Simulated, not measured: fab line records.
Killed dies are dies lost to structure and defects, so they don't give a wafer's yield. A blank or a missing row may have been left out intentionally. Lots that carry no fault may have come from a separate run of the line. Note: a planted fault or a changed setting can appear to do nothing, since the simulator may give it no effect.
fab line records | flow sky130
record lots=14 | wafers=42 | last_day=51
route steps=708 shown VIA2@519
lots with no fault: from the same line, run without faults
start_h: the number of hours between the record's first day and the start of the first shown wafer of the lot | wait_h: how many hours have passed since the lot's step before this one | " identical to the entry in the row above | L1.1+2: several wafers, shown together as one row | - no value, or no start was given | * or withheld: withheld | < > ~ a bound
route shown NAME@n: names a module that has steps shown in the file, with the first one's number in the route | usual: average and standard deviation across the fault-free wafers | same: alike in all rows | chamber/n: place in a boat | sites: per-site readings | _std_site: the standard deviation of these | _edge_site: inner sites' mean taken away from outer sites' mean | radius_mm: how far each site lies from the wafer's centre | mask NAME#n: copy n | behind: the most recent tool/chamber to have shaped the wafer | hold: cause of the lot's hold/its duration in hours/its outcome | device: whichever transistor did not switch (one of n, p or np) | end of line: the route-end tests of the same wafers | step lacking rows: just its recipe | killed: count of dies lost to structure and defects at first sort (not the wafer's yield) | map: a wafer's dies, x killed, . not, _ none there
set.NAME: the setting the step ran with; set.NAME@STEP: the setting that earlier step ran with | model.NAME: the simulator's own value behind a step, which no gauge read
a sample of lots followed through the steps of the route, with each step as a table and each wafer as a row
services: the hour from which a tool's chamber was out of use, counted from the record's first day as start_h (under 0 if before that day), plus the number of hours and why
## steps
# step SKY_VIA2_CD_MEAS_12
# recipe target_cd_nm=200
# usual cd_nm=200.1/1.4
lot.wafer | tool      | chamber | start_h | wait_h | cd_nm
L158.1    | cd_sem-02 | -       | 833.70  | -      | 201.2
L158.2    | "         | -       | "       | "      | 201.1
L158.4    | "         | -       | "       | "      | 201.7
L159.1    | cd_sem-02 | -       | 856.68  | -      | 200.6
L159.3    | "         | -       | "       | "      | 201.0
L159.6    | "         | -       | "       | "      | 200.7
L160.3    | cd_sem-02 | -       | 875.32  | -      | 200.4
L160.4    | "         | -       | "       | "      | 201.1
L160.6    | "         | -       | "       | "      | 200.1
L162.2    | cd_sem-01 | -       | 878.00  | -      | 198.4
L162.3    | "         | -       | "       | "      | 199.7
L162.5    | "         | -       | "       | "      | 199.9
L161.1    | cd_sem-01 | -       | 882.60  | -      | 199.8
L161.4    | "         | -       | "       | "      | 199.8
L161.5    | "         | -       | "       | "      | 199.2
L166.2    | cd_sem-02 | -       | 917.10  | -      | 197.6
L166.3    | "         | -       | "       | "      | 198.2
L166.6    | "         | -       | "       | "      | 198.7
L165.1    | cd_sem-01 | -       | 921.53  | -      | 199.2
L165.2    | "         | -       | "       | "      | 201.9
L165.5    | "         | -       | "       | "      | 202.1
L167.1    | cd_sem-02 | -       | 922.18  | -      | 197.1
L167.2    | "         | -       | "       | "      | 197.8
L167.6    | "         | -       | "       | "      | 198.1
L171.1    | cd_sem-02 | -       | 963.35  | -      | 200.8
L171.4    | "         | -       | "       | "      | 200.4
L171.6    | "         | -       | "       | "      | 200.2
L177.1    | cd_sem-02 | -       | 986.53  | -      | 201.6
L177.5    | "         | -       | "       | "      | 201.4
L177.6    | "         | -       | "       | "      | 201.0
L178.1    | cd_sem-01 | -       | 996.00  | -      | 199.9
L178.3    | "         | -       | "       | "      | 200.2
L178.4    | "         | -       | "       | "      | 202.0
L179.3    | cd_sem-02 | -       | 996.97  | -      | 200.1
L179.4    | "         | -       | "       | "      | 199.2
L179.5    | "         | -       | "       | "      | 198.6
L180.1    | cd_sem-01 | -       | 1001.88 | -      | 201.1
L180.3    | "         | -       | "       | "      | 199.3
L180.5    | "         | -       | "       | "      | 200.2
L181.2    | cd_sem-02 | -       | 1014.90 | -      | 197.9
L181.5    | "         | -       | "       | "      | 196.7
L181.6    | "         | -       | "       | "      | 197.5
# step SKY_VIA2_ETCH_14
# recipe chemistry=N2/H2 | target=BARC | ion_energy_ev=200 | source_w=500 | bias_w=100 | pressure_mtorr=30 | n2_flow_sccm=100 | h2_flow_sccm=200 | stop_on=SiO2 | time_s=45.9 | target_depth_a=600
# usual bias_w=99.99/0.29 | chamber_pressure_mTorr=30.002/0.025 | drypump_motor_current_A=5.7/0.52 | oes_product_au=0.854/0.0044 | throttle_valve_pct=13.224/0.0091
lot.wafer | tool        | chamber | start_h | wait_h | bias_w | chamber_pressure_mTorr | drypump_motor_current_A | oes_product_au | rf_hours_counter_h | throttle_valve_pct
L158.1    | rie_diel-01 | 3       | 833.85  | 0.0    | 99.39  | 30.011                 | 6.1                     | 0.853          | 6                  | 13.253
L158.2    | "           | 2       | "       | "      | 100.51 | 30.001                 | 6.3                     | 0.865          | 0                  | 13.226
L158.4    | "           | 0       | "       | "      | 100.00 | 30.002                 | 6.1                     | 0.846          | 18                 | 13.216
L159.1    | rie_diel-03 | 0       | 856.84  | 0.0    | 99.30  | 29.955                 | 5.5                     | 0.852          | 0                  | 13.228
L159.3    | "           | 2       | "       | "      | 100.11 | 30.033                 | 5.8                     | 0.857          | 8                  | 13.225
L159.6    | "           | 3       | "       | "      | 99.81  | 29.969                 | 6.2                     | 0.853          | -                  | 13.227
L160.3    | rie_diel-03 | 3       | 875.44  | 0.0    | 99.97  | 29.988                 | 6.2                     | 0.862          | 15                 | 13.227
L160.4    | "           | 2       | "       | "      | 99.29  | 30.033                 | 5.7                     | 0.859          | 9                  | 13.231
L160.6    | "           | 2       | "       | "      | 99.72  | 30.015                 | 5.8                     | 0.854          | -                  | 13.227
L162.2    | rie_diel-01 | 0       | 878.14  | 0.0    | 99.91  | 30.046                 | 6.1                     | 0.848          | 19                 | 13.220
L162.3    | "           | 3       | "       | "      | 100.00 | 29.967                 | 6.0                     | 0.855          | 7                  | 13.240
L162.5    | "           | 2       | "       | "      | 100.10 | 29.993                 | 6.4                     | 0.848          | -                  | 13.216
L161.1    | rie_diel-02 | 0       | 882.75  | 0.0    | 100.20 | 30.019                 | 4.8                     | 0.855          | 2                  | 13.231
L161.4    | "           | 2       | "       | "      | 100.14 | 30.016                 | 4.7                     | 0.854          | 9                  | 13.224
L161.5    | "           | 3       | "       | "      | 99.64  | 30.038                 | 5.5                     | 0.850          | -                  | 13.221
L166.2    | rie_diel-02 | 1       | 917.24  | 0.0    | 100.42 | 30.011                 | 4.9                     | 0.850          | 19                 | 13.229
L166.3    | "           | 3       | "       | "      | 99.85  | 30.018                 | 5.5                     | 0.856          | 14                 | 13.227
L166.6    | "           | 1       | "       | "      | 99.58  | 29.988                 | 4.9                     | 0.841          | -                  | 13.230
L165.1    | rie_diel-01 | 1       | 921.69  | 0.0    | -      | -                      | -                       | -              | -                  | -
L165.2    | "           | 0       | "       | "      | -      | -                      | -                       | -              | -                  | -
L165.5    | "           | 0       | "       | "      | -      | -                      | -                       | -              | -                  | -
L167.1    | rie_diel-03 | 1       | 922.34  | 0.0    | -      | -                      | -                       | -              | -                  | -
L167.2    | "           | 0       | "       | "      | -      | -                      | -                       | -              | -                  | -
L167.6    | "           | 2       | "       | "      | -      | -                      | -                       | -              | -                  | -
L171.1    | rie_diel-03 | 2       | 963.50  | 0.0    | 100.19 | 29.959                 | 5.8                     | 0.859          | 12                 | 13.236
L171.4    | "           | 1       | "       | "      | 99.32  | 29.949                 | 5.8                     | 0.850          | 13                 | 13.225
L171.6    | "           | 1       | "       | "      | 99.87  | 30.020                 | 5.8                     | 0.849          | -                  | 13.212
L177.1    | rie_diel-02 | 3       | 986.69  | 0.0    | 100.49 | 30.013                 | 5.5                     | 0.855          | 16                 | 13.234
L177.5    | "           | 0       | "       | "      | 99.94  | 30.000                 | 4.8                     | 0.851          | -                  | 13.224
L177.6    | "           | 1       | "       | "      | 100.06 | 30.030                 | 4.9                     | 0.856          | -                  | 13.222
L178.1    | rie_diel-01 | 2       | 996.15  | 0.0    | 99.48  | 29.992                 | 6.4                     | 0.860          | 4                  | 13.220
L178.3    | "           | 1       | "       | "      | 100.15 | 30.047                 | 6.0                     | 0.848          | 6                  | 13.231
L178.4    | "           | 0       | "       | "      | 99.64  | 29.987                 | 6.0                     | 0.855          | 22                 | 13.237
L179.3    | rie_diel-02 | 1       | 997.09  | 0.0    | 100.10 | 29.984                 | 4.9                     | 0.862          | 21                 | 13.219
L179.4    | "           | 0       | "       | "      | 99.76  | 29.994                 | 4.8                     | 0.855          | 6                  | 13.217
L179.5    | "           | 3       | "       | "      | 100.58 | 30.015                 | 5.5                     | 0.858          | -                  | 13.217
L180.1    | rie_diel-01 | 1       | 1002.04 | 0.0    | 99.72  | 30.074                 | 6.0                     | 0.855          | 6                  | 13.236
L180.3    | "           | 2       | "       | "      | 100.31 | 29.980                 | 6.3                     | 0.852          | 5                  | 13.220
L180.5    | "           | 2       | "       | "      | 100.45 | 29.919                 | 6.3                     | 0.854          | -                  | 13.210
L181.2    | rie_diel-03 | 3       | 1015.04 | 0.0    | 99.50  | 29.974                 | 6.2                     | 0.855          | 20                 | 13.229
L181.5    | "           | 0       | "       | "      | 100.33 | 29.952                 | 5.6                     | 0.855          | -                  | 13.232
L181.6    | "           | 1       | "       | "      | 100.02 | 29.990                 | 5.8                     | 0.858          | -                  | 13.223
# step SKY_VIA2_ETCH_15
# recipe target=SiO2 | chemistry=C4F8/O2/Ar | target_depth_nm=546 | stop_on=TiN | mask_material=KrF-thick | source_w=1500 | bias_w=1200 | pressure_mtorr=40 | c4f8_flow_sccm=withheld | O2_flow_sccm=6 | Ar_flow_sccm=300 | time_s=84
# usual bias_w=1200/3.8 | chamber_pressure_mTorr=40.00/0.037 | oes_product_au=0.939/0.0048
lot.wafer | tool        | chamber | start_h | wait_h | bias_w | chamber_pressure_mTorr | oes_product_au | rf_hours_counter_h
L158.1    | rie_diel-01 | 3       | 833.90  | 0.0    | 1202   | 40.03                  | 0.942          | 6
L158.2    | "           | 2       | "       | "      | 1200   | 39.97                  | 0.938          | 0
L158.4    | "           | 0       | "       | "      | 1204   | 40.01                  | 0.936          | 18
L159.1    | rie_diel-03 | 0       | 856.88  | 0.0    | 1202   | 40.01                  | 0.943          | 0
L159.3    | "           | 2       | "       | "      | 1204   | 39.98                  | 0.942          | 8
L159.6    | "           | 3       | "       | "      | 1200   | 40.02                  | 0.945          | -
L160.3    | rie_diel-03 | 3       | 875.48  | 0.0    | 1199   | 40.01                  | 0.938          | 15
L160.4    | "           | 2       | "       | "      | 1194   | 39.99                  | 0.937          | 9
L160.6    | "           | 2       | "       | "      | 1199   | 40.06                  | 0.936          | -
L162.2    | rie_diel-01 | 0       | 878.18  | 0.0    | 1199   | 39.97                  | 0.935          | 19
L162.3    | "           | 3       | "       | "      | 1205   | 40.08                  | 0.950          | 7
L162.5    | "           | 2       | "       | "      | 1195   | 40.03                  | 0.945          | -
L161.1    | rie_diel-02 | 0       | 882.80  | 0.0    | 1198   | 39.99                  | 0.945          | 2
L161.4    | "           | 2       | "       | "      | 1198   | 39.99                  | 0.938          | 9
L161.5    | "           | 3       | "       | "      | 1193   | 40.05                  | 0.933          | -
L166.2    | rie_diel-02 | 1       | 917.28  | 0.0    | 1199   | 40.00                  | 0.933          | 19
L166.3    | "           | 3       | "       | "      | 1195   | 40.01                  | 0.937          | 14
L166.6    | "           | 1       | "       | "      | 1201   | 40.03                  | 0.936          | -
L165.1    | rie_diel-01 | 1       | 921.73  | 0.0    | 1206   | 40.06                  | 0.370          | 5
L165.2    | "           | 0       | "       | "      | 1193   | 40.05                  | 0.375          | 21
L165.5    | "           | 0       | "       | "      | 1195   | 39.97                  | 0.369          | -
L167.1    | rie_diel-03 | 1       | 922.38  | 0.0    | 1202   | 39.99                  | 0.369          | 12
L167.2    | "           | 0       | "       | "      | 1198   | 40.01                  | 0.371          | 3
L167.6    | "           | 2       | "       | "      | 1202   | 40.00                  | 0.367          | -
L171.1    | rie_diel-03 | 2       | 963.55  | 0.0    | 1196   | 39.99                  | 0.936          | 12
L171.4    | "           | 1       | "       | "      | 1197   | 40.01                  | 0.936          | 13
L171.6    | "           | 1       | "       | "      | 1195   | 39.97                  | 0.938          | -
L177.1    | rie_diel-02 | 3       | 986.73  | 0.0    | 1206   | 39.99                  | 0.939          | 16
L177.5    | "           | 0       | "       | "      | 1200   | 39.99                  | 0.930          | -
L177.6    | "           | 1       | "       | "      | 1201   | 39.94                  | 0.946          | -
L178.1    | rie_diel-01 | 3       | 996.20  | 0.0    | 1203   | 39.96                  | 0.945          | 10
L178.3    | "           | 1       | "       | "      | 1201   | 40.00                  | 0.938          | 6
L178.4    | "           | 2       | "       | "      | 1201   | 39.97                  | 0.943          | 4
L179.3    | rie_diel-02 | 1       | 997.13  | 0.0    | 1196   | 40.02                  | 0.943          | 21
L179.4    | "           | 0       | "       | "      | 1200   | 40.03                  | 0.935          | 6
L179.5    | "           | 3       | "       | "      | 1199   | 39.98                  | 0.937          | -
L180.1    | rie_diel-01 | 1       | 1002.08 | 0.0    | 1201   | 40.05                  | 0.933          | 7
L180.3    | "           | 2       | "       | "      | 1205   | 40.01                  | 0.935          | 5
L180.5    | "           | 2       | "       | "      | 1206   | 39.93                  | 0.940          | -
L181.2    | rie_diel-03 | 3       | 1015.08 | 0.0    | 1202   | 39.94                  | 0.929          | 20
L181.5    | "           | 0       | "       | "      | 1197   | 40.12                  | 0.936          | -
L181.6    | "           | 1       | "       | "      | 1201   | 39.90                  | 0.938          | -
# step SKY_VIA2_STRIP_16
# recipe chemistry=O2/N2 | power_w=1400 | pressure_mtorr=1500 | platen_temp_c=withheld | o2_flow_sccm=3000 | n2_flow_sccm=300 | overash_fraction=0.5
# usual drypump_motor_current_A=5.4/0.37 | oes_product_au=0.398/0.0041 | strip_time_to_endpoint_s=4.051/0.021
lot.wafer | tool            | chamber | start_h | wait_h | drypump_motor_current_A | oes_product_au | rf_hours_counter_h | strip_time_to_endpoint_s
L158.1    | plasma_asher-01 | 1       | 833.96  | 0.0    | 5.0                     | 0.401          | 9                  | 4.047
L158.2    | "               | 0       | "       | "      | 5.7                     | 0.393          | 9                  | 4.077
L158.4    | "               | 0       | "       | "      | 5.7                     | 0.394          | -                  | 4.055
L159.1    | plasma_asher-02 | 1       | 856.95  | 0.0    | 5.4                     | 0.396          | 41                 | 4.088
L159.3    | "               | 0       | "       | "      | 5.1                     | 0.401          | -                  | 4.064
L159.6    | "               | 1       | "       | "      | 5.4                     | 0.395          | -                  | 4.054
L160.3    | plasma_asher-03 | 0       | 875.57  | 0.1    | 5.3                     | 0.396          | -                  | 4.052
L160.4    | "               | 1       | "       | "      | 6.0                     | 0.396          | -                  | 3.995
L160.6    | "               | 1       | "       | "      | 5.9                     | 0.394          | -                  | 4.040
L162.2    | plasma_asher-01 | 1       | 878.25  | 0.0    | 5.0                     | 0.393          | 14                 | 4.025
L162.3    | "               | 1       | "       | "      | 4.9                     | 0.395          | -                  | 4.059
L162.5    | "               | 1       | "       | "      | 5.0                     | 0.396          | -                  | 4.028
L161.1    | plasma_asher-01 | 1       | 882.86  | 0.0    | 5.0                     | 0.391          | 15                 | 3.983
L161.4    | "               | 0       | "       | "      | 5.7                     | 0.405          | -                  | 4.048
L161.5    | "               | 0       | "       | "      | 5.7                     | 0.395          | -                  | 4.035
L166.2    | plasma_asher-03 | 0       | 917.34  | 0.0    | 5.3                     | 0.404          | 81                 | 4.071
L166.3    | "               | 1       | "       | "      | 5.9                     | 0.404          | -                  | 4.062
L166.6    | "               | 1       | "       | "      | 6.0                     | 0.399          | -                  | 4.058
L165.1    | plasma_asher-02 | 0       | 921.79  | 0.0    | 5.1                     | 0.411          | 48                 | 4.514
L165.2    | "               | 1       | "       | "      | 5.4                     | 0.419          | 48                 | 4.481
L165.5    | "               | 0       | "       | "      | 5.1                     | 0.421          | -                  | 4.508
L167.1    | plasma_asher-01 | 1       | 922.45  | 0.0    | 4.9                     | 0.422          | 19                 | 4.503
L167.2    | "               | 0       | "       | "      | 5.7                     | 0.414          | 19                 | 4.494
L167.6    | "               | 0       | "       | "      | 5.7                     | 0.420          | -                  | 4.479
L171.1    | plasma_asher-01 | 1       | 963.61  | 0.0    | 4.9                     | 0.400          | 23                 | 4.021
L171.4    | "               | 1       | "       | "      | 4.9                     | 0.398          | -                  | 4.083
L171.6    | "               | 0       | "       | "      | 5.8                     | 0.401          | -                  | 4.073
L177.1    | plasma_asher-03 | 0       | 986.80  | 0.0    | 5.3                     | 0.397          | 88                 | 4.026
L177.5    | "               | 0       | "       | "      | 5.3                     | 0.393          | -                  | 4.057
L177.6    | "               | 1       | "       | "      | 6.0                     | 0.400          | -                  | 4.068
L178.1    | plasma_asher-02 | 1       | 996.26  | 0.0    | 5.4                     | 0.403          | 52                 | 4.059
L178.3    | "               | 0       | "       | "      | 5.1                     | 0.394          | -                  | 4.049
L178.4    | "               | 1       | "       | "      | 5.4                     | 0.391          | -                  | 4.036
L179.3    | plasma_asher-01 | 0       | 997.23  | 0.1    | 5.7                     | 0.395          | -                  | 4.040
L179.4    | "               | 1       | "       | "      | 4.9                     | 0.397          | -                  | 4.038
L179.5    | "               | 0       | "       | "      | 5.7                     | 0.394          | -                  | 4.031
L180.1    | plasma_asher-03 | 1       | 1002.15 | 0.0    | 5.9                     | 0.404          | 90                 | 4.082
L180.3    | "               | 0       | "       | "      | 5.3                     | 0.406          | -                  | 4.040
L180.5    | "               | 0       | "       | "      | 5.3                     | 0.396          | -                  | 4.017
L181.2    | plasma_asher-03 | 0       | 1015.14 | 0.0    | 5.3                     | 0.403          | 91                 | 4.052
L181.5    | "               | 0       | "       | "      | 5.3                     | 0.399          | -                  | 4.080
L181.6    | "               | 1       | "       | "      | 5.9                     | 0.401          | -                  | 4.071
# step SKY_VIA2_CVD_21
# recipe material=W | target_thk_nm=420 | time_s=126.4 | temp_c=400 | pressure_torr=40
# usual heater_power_w=908/65
lot.wafer | tool     | chamber | start_h | wait_h | heater_power_w
L158.1    | cvd_w-02 | 0       | 834.62  | 0.0    | 896
L158.2    | "        | 1       | "       | "      | 956
L158.4    | "        | 1       | "       | "      | 954
L159.1    | cvd_w-02 | 1       | 857.61  | 0.0    | 959
L159.3    | "        | 1       | "       | "      | 957
L159.6    | "        | 1       | "       | "      | 958
L160.3    | cvd_w-02 | 0       | 876.27  | 0.1    | 895
L160.4    | "        | 1       | "       | "      | 962
L160.6    | "        | 0       | "       | "      | 929
L162.2    | cvd_w-01 | 0       | 878.91  | 0.0    | 814
L162.3    | "        | 1       | "       | "      | 977
L162.5    | "        | 0       | "       | "      | 809
L161.1    | cvd_w-01 | 1       | 883.51  | 0.0    | 985
L161.4    | "        | 0       | "       | "      | 798
L161.5    | "        | 0       | "       | "      | 797
L166.2    | cvd_w-01 | 1       | 917.99  | 0.0    | 973
L166.3    | "        | 1       | "       | "      | 961
L166.6    | "        | 1       | "       | "      | 989
L165.1    | cvd_w-01 | 0       | 922.44  | 0.0    | 806
L165.2    | "        | 1       | "       | "      | 949
L165.5    | "        | 0       | "       | "      | 818
L167.1    | cvd_w-01 | 1       | 923.10  | 0.0    | 961
L167.2    | "        | 0       | "       | "      | 800
L167.6    | "        | 0       | "       | "      | 812
L171.1    | cvd_w-02 | 1       | 964.30  | 0.0    | 949
L171.4    | "        | 1       | "       | "      | 972
L171.6    | "        | 0       | "       | "      | 882
L177.1    | cvd_w-01 | 0       | 987.48  | 0.0    | 816
L177.5    | "        | 1       | "       | "      | 971
L177.6    | "        | 0       | "       | "      | 827
L178.1    | cvd_w-01 | 1       | 997.00  | 0.0    | 987
L178.3    | "        | 1       | "       | "      | 990
L178.4    | "        | 0       | "       | "      | 827
L179.3    | cvd_w-02 | 0       | 997.91  | 0.1    | 913
L179.4    | "        | 1       | "       | "      | 970
L179.5    | "        | 0       | "       | "      | 878
L180.1    | cvd_w-02 | 0       | 1002.84 | 0.0    | 891
L180.3    | "        | 1       | "       | "      | 936
L180.5    | "        | 0       | "       | "      | 900
L181.2    | cvd_w-01 | 0       | 1015.79 | 0.0    | 818
L181.5    | "        | 1       | "       | "      | 999
L181.6    | "        | 0       | "       | "      | 801
## services
tool            | chamber | start_h | hours | kind
rie_diel-03     | 0       | 825.83  | -     | clean
rie_diel-03     | 0       | 825.83  | 14.5  | scheduled_down
rie_diel-03     | 0       | 825.83  | 14.5  | vent_cycle
rie_diel-03     | -       | 837.99  | 0.5   | repair
rie_diel-02     | 0       | 859.79  | 3.9   | repair
cvd_w-01        | -       | 876.23  | 1.3   | repair
rie_diel-03     | 1       | 893.40  | 3.9   | repair
cvd_w-02        | -       | 900.54  | 1.2   | repair
cvd_w-02        | -       | 904.00  | 14.0  | pm
cvd_w-02        | 0       | 904.00  | 14.0  | vent_cycle
cvd_w-02        | 1       | 904.00  | 14.0  | vent_cycle
cvd_w-02        | -       | 920.21  | 6.0   | pm
cvd_w-01        | -       | 930.53  | 2.8   | pm
cvd_w-02        | -       | 951.49  | 2.8   | pm
plasma_asher-02 | -       | 959.04  | 2.8   | pm
plasma_asher-02 | -       | 961.79  | 28.1  | pm
rie_diel-03     | 0       | 968.14  | 4.5   | repair
rie_diel-03     | 2       | 971.56  | 6.0   | repair
rie_diel-01     | -       | 974.72  | 14.6  | pm
cvd_w-02        | -       | 984.28  | 1.7   | repair
rie_diel-03     | -       | 992.80  | 14.6  | pm
rie_diel-01     | 3       | 1006.96 | 6.3   | repair
rie_diel-02     | 2       | 1014.51 | 4.0   | repair
cvd_w-02        | -       | 1014.91 | 2.0   | repair
## key
first_sign step=SKY_VIA2_ETCH_14 | reading=tool_record | direction=missing
effect step=SKY_VIA2_ETCH_15 | reading=oes_product_au | direction=down | sigmas=99+ | usual=0.939 | struck=0.370
effect step=SKY_VIA2_STRIP_16 | reading=strip_time_to_endpoint_s | direction=up | sigmas=22 | usual=* | struck=*
met_at SKY_VIA2_ETCH_14
struck_lots L165,L167
later_rows_left_out L165.1,L165.2,L165.5,L167.1,L167.2,L167.6
sort_left_out L165.1,L165.2,L165.5,L167.1,L167.2,L167.6
not_acting_at SKY_VIA2_CD_MEAS_12,SKY_VIA2_CVD_21
onset_between 878.14 921.69
fault kind=skipped_step_whole | tool=rie_diel-01,rie_diel-03 | chamber=- | onset_h=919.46 | steps=SKY_VIA2_ETCH_14 | scope=struck_lots_only
# sort_left_out: the simulated sort isn't trusted on such a fault, so these wafers' sort isn't shown, and their yield isn't known
# later_rows_left_out: the simulator's readings of these wafers behind a module that went badly wrong aren't trusted and aren't shown, but for the sort
